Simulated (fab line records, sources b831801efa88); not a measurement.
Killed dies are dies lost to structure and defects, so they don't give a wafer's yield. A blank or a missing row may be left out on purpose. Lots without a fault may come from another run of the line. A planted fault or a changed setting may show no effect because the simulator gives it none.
A struck lot beside a sound one | flow sfq_line | 42 steps out of a route of 325
Sound: wafers L569.2, L569.3, L569.6. Struck: wafer L587.6. (L587.3 of the same lot was not struck and is left out.) The cause comes at the end.
At each step with rows: each side's tool, then ch and its chambers, then its first start. Under that, the readings that differ: sound wafers | struck wafers | difference of the means | sigmas: that difference in standard deviations of wafers without a fault.
alike: readings whose means differ by less than 2 such deviations, and words and numbers that are the same on both sides. not compared: withheld readings, readings that some wafer has no value for, bounds like >300 that may hide the same value, and numbers for which the record gives no deviation and whose values overlap.
The two part at a step that has a row with sigmas, a row that says differs or no value, or rows on one side only. Numbers that don't overlap but have no deviation are shown without sigmas and don't part them. A reading that every wafer of one side lacks parts them only if that side has two wafers or more.

first, 6 steps without rows for these wafers: SFQ_TRILAYER_C5_LITHO_COAT_156 (resist thk 62 nm); SFQ_TRILAYER_C5_LITHO_COAT_151 (resist thk 650 nm); SFQ_TRILAYER_C5_LITHO_SOFTBAKE_155; SFQ_TRILAYER_C5_LITHO_EXPOSE_152 (exposes mask C5, target cd 500 nm); SFQ_TRILAYER_C5_LITHO_PEB_154 (peb time 60 s); SFQ_TRILAYER_C5_LITHO_DEVELOP_153 (time 60 s).
SFQ_C5_OVL_MEAS_937:
  sound on overlay-01, day 59 01:11; struck on overlay-02, day 72 02:22
  alike: C5_OVL
then, 1 step without rows for these wafers: SFQ_TRILAYER_C5_BARC_OPEN_VIA_ETCH_210 (etches BARC in O2, target depth 125 nm, time 41.7 s).
SFQ_TRILAYER_C5_ETCH_VIA_ETCH_154: etches SiO2 in CHF3, stops on Nb, target depth 84 nm.
  sound on rie_diel-04 ch 0,1, day 59 01:15; struck on rie_diel-04 ch 2, day 72 02:25
  alike: drypump_motor_current_A, oes_product_au
then, 3 steps without rows for these wafers: SFQ_TRILAYER_C5_STRIP_STRIP_155 (strips in O2); SFQ_TRILAYER_C5_STRIP_SOLV_CLEAN_156 (cleans in NMP, time 600 s); SFQ_TRILAYER_M6_DEP_PRE_CLEAN_158 (time 22.5 s).
SFQ_TRILAYER_M6_DEP_SPUTTER_157: material Nb, target thk 200 nm, time 133.3 s.
  sound on pvd_sputter-05, day 59 02:06; struck on pvd_sputter-05, day 72 03:16
  reading                                             | sound           | struck | difference | sigmas
  model.Nb_of_TRILAYER_M6_DEP_SPUTTER_157.thk_nm (nm) | 199.9 199 198.8 | 240.3  | +41.1      |
  alike: cathode_dc_power_W, substrate_temp_c, throttle_valve_pct
SFQ_M6_RS_MEAS_938: measures by four-point-probe.
  sound on film_metro-03, day 59 02:13; struck on film_metro-01, day 72 03:25
  reading           | sound             | struck | difference | sigmas
  M6_NB_RS (ohm/sq) | 0.892 0.895 0.897 | 0.738  | -0.157     | -20
then, 6 steps without rows for these wafers: SFQ_TRILAYER_M6_LITHO_COAT_164 (resist thk 62 nm); SFQ_TRILAYER_M6_LITHO_COAT_159 (resist thk 600 nm); SFQ_TRILAYER_M6_LITHO_SOFTBAKE_163; SFQ_TRILAYER_M6_LITHO_EXPOSE_160 (exposes mask M6, target cd 500 nm); SFQ_TRILAYER_M6_LITHO_PEB_162 (peb time 60 s); SFQ_TRILAYER_M6_LITHO_DEVELOP_161 (time 60 s).
-- the record jumps here: 4 days lie between the struck wafers' starts before and after --
SFQ_M6_OVL_MEAS_940:
  sound on overlay-02, day 63 18:59; struck on overlay-02, day 75 16:15
  alike: M6_OVL
then, 1 step without rows for these wafers: SFQ_TRILAYER_M6_BARC_OPEN_METAL_ETCH_206 (etches BARC in O2, target depth 125 nm, time 41.7 s).
SFQ_TRILAYER_M6_ETCH_METAL_ETCH_162: etches Nb in Cl2/Ar, stops on SiO2, target depth 240 nm, time 120 s.
  sound on rie_metal-04 ch 0,1, day 63 19:04; struck on rie_metal-01 ch 0, day 75 16:22
  reading               | sound             | struck | difference | sigmas
  oes_product_au (a.u.) | 0.897 0.891 0.892 | 0.987  | +0.094     | +15
  alike: drypump_motor_current_A
  not compared: rf_hours_counter_h
SFQ_TRILAYER_M6_STRIP_STRIP_163: strips in O2.
  sound on rie_metal-04 ch 0,1, day 63 19:11; struck on rie_metal-01 ch 0, day 75 16:40
  alike: drypump_motor_current_A, oes_product_au
  not compared: rf_hours_counter_h
then, 1 step without rows for these wafers: SFQ_TRILAYER_M6_STRIP_SOLV_CLEAN_164 (cleans in NMP, time 600 s).
SFQ_TRILAYER_I6_DEP_PECVD_165: deposits SiO2 from SiH4/N2O, time 111.11 s, target thk 500 nm.
  sound on pecvd-03 ch 0,1,2, day 63 19:58; struck on pecvd-03 ch 1, day 75 17:14
  alike: heater_power_w, showerhead_vpp_V, susceptor_temp_C, throttle_valve_pct
SFQ_TRILAYER_I6_CMP_CMP_166: polishes SiO2.
  sound on cmp-02 ch 1,3, day 63 21:15; struck on cmp-02 ch 0, day 76 09:25
  reading          | sound             | struck | difference | sigmas
  platen_rpm (rpm) | 59.95 60.01 60.02 | 59.91  | -0.08      | -2
  alike: head_pressure_psi, motor_current_A, time_to_endpoint_s
SFQ_I6_BOW_MEAS_941:
  sound on film_metro-03, day 64 00:16; struck on film_metro-03, day 76 10:27
  reading     | sound     | struck | difference | sigmas
  I6_BOW (um) | -1 -7 -13 | 13     | +20        | +2
SFQ_TRILAYER_I6_METRO_MEASURE_167:
  sound on film_metro-03, day 64 00:34; struck on film_metro-03, day 76 10:56
  reading     | sound             | struck | difference | sigmas
  thk_nm (nm) | 201.1 202.4 201.8 | 199.0  | -2.8       | -3
then, 6 steps without rows for these wafers: SFQ_TRILAYER_I6_VIA_LITHO_COAT_174 (resist thk 62 nm); SFQ_TRILAYER_I6_VIA_LITHO_COAT_169 (resist thk 650 nm); SFQ_TRILAYER_I6_VIA_LITHO_SOFTBAKE_173; SFQ_TRILAYER_I6_VIA_LITHO_EXPOSE_170 (exposes mask I6, target cd 700 nm); SFQ_TRILAYER_I6_VIA_LITHO_PEB_172 (peb time 60 s); SFQ_TRILAYER_I6_VIA_LITHO_DEVELOP_171 (time 60 s).
-- the record jumps here: 3 days lie between the struck wafers' starts before and after --
SFQ_I6_OVL_MEAS_942:
  sound on overlay-02, day 68 16:50; struck on overlay-01, day 79 17:58
  alike: I6_OVL
then, 5 steps without rows for these wafers: SFQ_TRILAYER_I6_VIA_BARC_OPEN_VIA_ETCH_235 (etches BARC in O2, target depth 125 nm, time 41.7 s); SFQ_TRILAYER_I6_VIA_ETCH_VIA_ETCH_172 (etches SiO2 in CHF3, stops on Nb, target depth 260 nm); SFQ_TRILAYER_I6_VIA_STRIP_STRIP_173 (strips in O2); SFQ_TRILAYER_I6_VIA_STRIP_SOLV_CLEAN_174 (cleans in NMP, time 600 s); SFQ_TRILAYER_M7_DEP_PRE_CLEAN_176 (time 22.5 s).
-- the record jumps here: 4 days lie between the struck wafers' starts before and after --
SFQ_M8_BOW_MEAS_951:
  sound on film_metro-01, day 72 02:17; struck on film_metro-01, day 83 08:04
  reading                 | sound               | struck | difference | sigmas
  model.etest.m6.ohm_um   | 1.782 1.783 1.791   | 1.482  | -0.303     |
  model.etest.i5.link_ohm | 2.275 2.285 2.282   | 2.087  | -0.194     |
  model.etest.c5.link_ohm | 7.906 7.944 7.996   | 7.84   | -0.11      |
  model.etest.i6.link_ohm | 1.875 1.88 1.871    | 1.723  | -0.152     |
  model.etest.m6.ohm_sq   | 0.8891 0.8934 0.894 | 0.7398 | -0.1524    |
  alike: M8_BOW

WHERE THEY PART
First at SFQ_M6_RS_MEAS_938; last, within this record, at SFQ_TRILAYER_I6_METRO_MEASURE_167. Later steps at which nothing parts them and some readings are alike: SFQ_I6_OVL_MEAS_942, SFQ_M8_BOW_MEAS_951.

WHY: what the simulator had put in
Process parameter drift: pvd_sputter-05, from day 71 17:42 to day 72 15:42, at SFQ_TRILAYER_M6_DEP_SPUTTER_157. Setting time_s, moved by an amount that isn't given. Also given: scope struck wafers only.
